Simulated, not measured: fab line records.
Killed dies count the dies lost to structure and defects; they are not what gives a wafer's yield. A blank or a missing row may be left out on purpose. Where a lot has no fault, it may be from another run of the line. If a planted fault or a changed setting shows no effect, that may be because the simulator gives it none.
Chamber matching    flow sfq line    SFQ_TRILAYER_L0_VIA_ETCH_VIA_ETCH_016 on rie diel-02: 4 sister chambers
The step etches SiO2 in CHF3, stops on MoNx KI, target depth 80 nm. 16 wafers are shown with their chamber, then 8 later ones without.

WAFERS PAIRED WITH THEIR CHAMBERS
wafer   chamber  drypump motor current A (A)  oes product au (a.u.)
L332.1  0        5.9                          0.836
L332.2  1        5.4                          0.836
L332.6  2        5.7                          0.852
L333.1  0        5.8                          0.825
L333.4  3        6.4                          0.837
L333.6  3        6.4                          0.828
L334.3  3        6.4                          0.845
L334.4  0        5.9                          0.849
L334.5  1        5.4                          0.849
L335.2  3        6.4                          0.842
L335.5  2        5.7                          0.845
L335.6  3        6.4                          0.840
L337.1  3        6.4                          0.840
L337.4  2        5.7                          0.842
L337.6  2        5.7                          0.853
L339.2  2        5.7                          0.834

SIGNATURES, as means of the wafers listed above
reading                  chamber 0  chamber 1  chamber 2  chamber 3  scatter within a chamber
drypump motor current A  5.867      5.400      5.700      6.400      0.0236
oes product au           0.83667    0.84250    0.84520    0.83867    0.0081
Rule: for each reading, subtract the chamber's mean from the wafer's reading, divide by that reading's scatter and square the result; add these up over the readings and take the root, which gives the wafer's distance from the chamber. If the next closest chamber is less than 2 further off than the closest, the wafer can't be placed; otherwise it belongs to the closest. How the scatter is found: for the shown wafers, subtract from each reading the mean of its chamber, square and add these, divide the total by (wafers less chambers), then take the root.

WAFERS WITHOUT THEIR CHAMBER
wafer   drypump motor current A (A)  oes product au (a.u.)
L339.3  5.9                          0.832
L339.4  5.4                          0.837
L351.2  5.7                          0.844
L351.5  6.4                          0.846
L351.6  5.4                          0.859
L355.1  5.4                          0.834
L355.2  6.4                          0.836
L355.4  5.9                          0.840

THE CHAMBER EACH PASSED THROUGH
wafer   from the rows above  in truth
L339.3  0                    0
L339.4  1                    1
L351.2  2                    2
L351.5  3                    3
L351.6  1                    1
L355.1  1                    1
L355.2  3                    3
L355.4  0                    0
Placed correctly: 8 of 8. Left unplaced by these rows: 0. Number placed wrongly: 0.
